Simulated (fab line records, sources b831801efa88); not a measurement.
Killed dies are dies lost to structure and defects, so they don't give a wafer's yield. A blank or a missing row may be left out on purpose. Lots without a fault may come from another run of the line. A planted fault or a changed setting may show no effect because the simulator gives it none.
Chamber matching | flow sky130 | SKY_CONTACT_CMP_04 on cmp-02: 4 sister chambers
The step polishes SiO2. 4 wafers are shown with their chamber, then 7 later ones without.

WAFERS WITH THEIR CHAMBER
wafer  | chamber | motor_current_A (A)
L684.1 | 3       | 12.0
L684.3 | 0       | 10.4
L684.5 | 2       | 12.7
L686.2 | 1       | 11.6

WAFERS WITHOUT THEIR CHAMBER
wafer  | motor_current_A (A)
L686.3 | 12.2
L686.4 | 10.9
L692.3 | 11.9
L693.3 | 11.4
L702.2 | 10.7
L702.4 | 12.0
L702.5 | 12.0

WHICH CHAMBER EACH WENT THROUGH
wafer  | from the rows above          | in truth
L686.3 | can't be placed: 3 or 2 or 1 | 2
L686.4 | can't be placed: 0 or 1      | 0
L692.3 | can't be placed: 3 or 1      | 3
L693.3 | can't be placed: 1 or 3      | 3
L702.2 | 0                            | 0
L702.4 | can't be placed: 3 or 1      | 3
L702.5 | can't be placed: 3 or 1      | 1
Placed correctly: 1 of 7. Can't be placed from these rows: 6 (the true chamber is among the candidates in 6). Placed wrongly: 0.
How it was worked out, from the rows above alone: a wafer's distance from a chamber is the root of the sum, over the readings, of the square of ((its reading less the chamber's mean) divided by the reading's scatter). The wafer belongs to the nearest chamber; if the next one is less than 2 further off, it can't be placed. A chamber's mean is the mean of its shown wafers. The scatter: with one shown wafer a chamber, the root of the mean of the squares of how far each hidden wafer lies from its nearest shown one.
